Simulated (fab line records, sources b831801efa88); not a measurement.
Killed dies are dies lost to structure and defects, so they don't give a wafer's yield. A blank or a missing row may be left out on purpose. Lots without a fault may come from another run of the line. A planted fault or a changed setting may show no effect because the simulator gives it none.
Which tool did it? | flow sky130 | 13 lots, 39 wafers sampled, at 3 steps of a route of 708

WHAT THE GAUGES READ, wafer by wafer
SKY_VT_ADJUST_HVTR_CD_MEAS_07: target cd 380 nm.
lot  | measured     | on        | cd_nm (nm)
L904 | day 10 09:14 | cd_sem-01 | 377.6 375.4 377.6
L905 | day 10 21:35 | cd_sem-02 | 378.0 379.3 374.4
L906 | day 11 03:08 | cd_sem-01 | 381.0 381.0 382.4
L908 | day 11 16:32 | cd_sem-01 | 382.9 383.8 382.7
L909 | day 12 09:41 | cd_sem-01 | 380.8 379.6 382.1
L911 | day 12 12:26 | cd_sem-02 | 380.3 380.1 376.2
L910 | day 12 13:00 | cd_sem-02 | 379.5 380.3 379.6
L913 | day 13 01:09 | cd_sem-02 | 382.2 380.9 383.0
L914 | day 13 10:59 | cd_sem-01 | 376.5 378.1 378.5
L916 | day 13 13:11 | cd_sem-02 | 383.5 382.0 381.6
L922 | day 15 15:48 | cd_sem-01 | 384.2 381.2 381.0
L924 | day 15 22:48 | cd_sem-01 | 378.8 376.9 377.3
L926 | day 16 14:16 | cd_sem-01 | 377.5 377.5 379.2

SKY_SONOS_TUNNEL_CD_MEAS_07: target cd 410 nm.
lot  | measured     | on        | cd_nm (nm)
L904 | day 12 09:08 | cd_sem-01 | 410.8 412.3 413.5
L905 | day 12 23:04 | cd_sem-01 | 410.6 412.0 411.3
L906 | day 13 04:17 | cd_sem-02 | 407.8 409.6 409.0
L908 | day 13 18:29 | cd_sem-01 | 409.2 410.8 409.1
L909 | day 14 11:23 | cd_sem-01 | 407.9 408.4 408.4
L911 | day 14 15:52 | cd_sem-01 | 414.6 416.1 415.3
L910 | day 14 16:07 | cd_sem-02 | 408.7 411.2 411.1
L913 | day 15 04:08 | cd_sem-02 | 409.2 409.6 409.7
L914 | day 15 14:05 | cd_sem-01 | 414.2 413.7 414.0
L916 | day 15 16:01 | cd_sem-01 | 408.2 408.5 409.7
L922 | day 18 00:59 | cd_sem-01 | 408.6 409.0 410.3
L924 | day 18 08:42 | cd_sem-01 | 407.2 406.6 409.7
L926 | day 19 01:40 | cd_sem-01 | 410.4 412.9 412.9

SKY_SONOS_ONO_THK_MEAS_03.
lot  | measured     | on            | SONOS_ONO_CVD_02_THK (nm)
L904 | day 12 12:40 | film_metro-03 | 10.38 10.40 10.49
L905 | day 13 02:59 | film_metro-01 | 10.85 10.68 10.74
L906 | day 13 09:07 | film_metro-01 | 10.54 10.67 10.53
L908 | day 14 00:19 | film_metro-02 | 10.45 10.47 10.37
L909 | day 14 15:42 | film_metro-01 | 10.45 10.40 10.51
L911 | day 14 19:59 | film_metro-02 | 10.51 10.56 10.54
L910 | day 14 20:01 | film_metro-03 | 10.30 10.26 10.28
L913 | day 15 08:48 | film_metro-03 | 10.37 10.30 10.27
L914 | day 15 19:41 | film_metro-03 | 10.26 10.30 10.35
L916 | day 15 19:40 | film_metro-02 | 10.66 10.68 10.74
L922 | day 18 04:35 | film_metro-01 | 10.54 10.58 10.54
L924 | day 18 18:16 | film_metro-03 | 10.40 10.45 10.54
L926 | day 19 04:46 | film_metro-02 | 10.39 10.36 10.45

WHICH TOOL RAN EACH LOT (tool, then ch and the chambers of the sampled wafers, then the start)
The record holds no process step before these readings.

WHAT THE TOOLS THEMSELVES READ (means of the sampled wafers that have a number; where no wafer has one, the mark that the record gives instead)
The record holds no such reading with a usual standard deviation.

THE ANSWER, worked out from the rows above alone
Rule: what is usual is taken from the lots themselves. Put in order of their means at a reading, lots are off if they are a third of the lots or fewer, leave a main group of 4 or more, and stand apart from it by a gap of 3 or more times the standard deviation of the main group's means; of several such gaps the widest counts. A main group whose means are all the same, to the digits that the tables above print for the reading, isn't used. A lot without any number at a reading at which 4 lots or more have one is off too. The other lots that the step has rows for count as sound. The gauges are gone through in route order, then the tools' own readings, and for those a lot's mean is taken as printed above. The first step at which some lot is off is used, and at that step the reading that is off furthest; a lot without a number counts as furthest.
No lot is off at any reading shown: from this, nothing can be told.

WHAT THE SIMULATOR HAD PUT IN
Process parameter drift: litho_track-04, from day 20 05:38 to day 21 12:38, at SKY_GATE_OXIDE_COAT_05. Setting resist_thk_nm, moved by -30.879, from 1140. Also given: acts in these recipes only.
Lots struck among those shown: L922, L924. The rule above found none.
